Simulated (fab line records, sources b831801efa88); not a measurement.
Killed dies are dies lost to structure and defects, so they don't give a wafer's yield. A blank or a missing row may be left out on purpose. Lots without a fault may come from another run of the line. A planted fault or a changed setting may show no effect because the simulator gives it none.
Problem report in the 8D (eight disciplines) form, filled by code | flow sky130 | the parts of the form that need people (team, actions taken, sign-off) are left out

1. THE PROBLEM
spin_speed_rpm at SKY_METAL4_COAT_07 reads a mean of 2940.9 rpm on 6 wafers of 2 lots; wafers without a fault read 3000.3 rpm with a standard deviation of 1.8. That is -33 standard deviations from the usual mean.
The step: resist thk 60 nm.
First seen on wafer L959.1, day 46 01:43, on litho_track-04. The record holds 39 wafers of 13 lots with a number at this step. Rule for "out", or "out of limits": more than 4 standard deviations from the usual mean. The other wafers with a number count as sound.

2. WHAT IT IS AND WHAT IT IS NOT
question                    | is                     | is not
which readings at this step | spin_speed_rpm         | exhaust_pa
which lots                  | L959, L960             | L946, L947, L949, L950, L951, L954, L956, L961, L963, L965, L966
which wafers of those lots  | all that have a number | -
read on which tools         | litho_track-04         | litho_track-01, litho_track-03
when                        | from day 46 01:43      | up to then (21 sound wafers); but 12 sound wafers of L961, L963, L965, L966 came after

3. SUSPECTS, AND WHAT RULES EACH OUT
Counting: a tool at a process step up to the reading stays a suspect if it ran every lot that is out and no sound lot after the first of them.
- litho_track-04 at SKY_METAL4_COAT_07 (resist thk 60 nm): kept. It ran every lot that is out, first L959 (day 46 01:43), and no sound lot after that; its last sound lot up to then is L951 (day 44 03:02). Its own readings are out on those wafers: spin_speed_rpm.
Left after counting: litho_track-04 at SKY_METAL4_COAT_07.

4. THE CAUSE (what the simulator had put in)
Process parameter drift: litho_track-04, from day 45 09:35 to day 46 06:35, at SKY_METAL4_COAT_07. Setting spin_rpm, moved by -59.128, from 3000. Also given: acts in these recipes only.
Counting left only this tool.

5. THE CHAIN OF EFFECTS, in route order
Each row: a reading whose mean over the struck wafers that have a number lies more than 3 standard deviations from the usual. Only readings for which the record gives a usual standard deviation are gone through. hours: the time from each lot's start at the first step in this table that gives one to its start at this step, as a median over the lots. sigmas: the change in usual standard deviations.
hours | step               | reading        | usual      | on struck wafers | change | sigmas
0     | SKY_METAL4_COAT_07 | spin_speed_rpm | 3000.3 rpm | 2940.9           | -59.4  | -33
The process steps in it:
- SKY_METAL4_COAT_07: resist thk 60 nm.
Later measuring or inspecting steps at which every struck wafer that the step has a row for has a number for every such reading, and none has moved that far: SKY_METAL4_OVL_MEAS_14, SKY_VIA4_BOW_MEAS_03.

6. WHAT WOULD HAVE CAUGHT IT SOONER
In this record the first reading out of limits was taken at day 46 01:43, 16 hours after the fault began at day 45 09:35.
